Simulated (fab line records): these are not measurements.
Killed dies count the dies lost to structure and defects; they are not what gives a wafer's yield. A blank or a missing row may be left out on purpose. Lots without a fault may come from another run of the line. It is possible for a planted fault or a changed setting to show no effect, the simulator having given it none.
Which of the tools did it? -- flow sky130 -- 17 wafers from 6 lots sampled at 2 of the route's 708 steps

## WHAT EACH GAUGE READ, for each wafer
SKY_LDD_HVP_TW_MEAS_10.
lot,measured,on,LDD_HVP_TW
L928,day 23 00:09,film-metro-02,461 461 463
L932,day 24 03:36,film-metro-02,458 462 461
L933,day 24 17:10,film-metro-04,455 453
L943,day 27 21:58,film-metro-02,462 464 463
L945,day 28 17:11,film-metro-04,453 454 454
L949,day 29 20:19,film-metro-04,454 456 455

## WHICH TOOL RAN EACH LOT (tool, then ch and the chambers of the sampled wafers, then the start)
lot,SKY_LDD_P_STRIP_10
L928,"plasma-asher-04 ch 0,1, day 20 10:05"
L932,"plasma-asher-04 ch 0,1, day 21 15:03"
L933,"plasma-asher-02 ch 1, day 22 03:33"
L943,"plasma-asher-01 ch 0,1, day 25 09:36"
L945,"plasma-asher-02 ch 0,1, day 26 05:50"
L949,"plasma-asher-02 ch 0,1, day 27 10:05"
- SKY_LDD_P_STRIP_10: strips in O2/N2.

## THE ANSWER, worked out from the rows above alone
Rule: the lots themselves supply what counts as usual. The widest of any qualifying gaps counts: lots, ordered by their means at a reading, are off when they make up no more than a third of the lots, leave a main group of 4 or more, and stand apart from it by 3 or more times the standard deviation of that group's means. A main group is skipped when, at the precision printed for the reading in the tables above, its means are all equal. A lot without any number at a reading at which 4 lots or more have one is off too. Where the step has rows for the other lots, those lots are counted as sound.
Nothing can be told from this: no lot is off at any reading shown.

## WHAT WAS PUT IN BY THE SIMULATOR
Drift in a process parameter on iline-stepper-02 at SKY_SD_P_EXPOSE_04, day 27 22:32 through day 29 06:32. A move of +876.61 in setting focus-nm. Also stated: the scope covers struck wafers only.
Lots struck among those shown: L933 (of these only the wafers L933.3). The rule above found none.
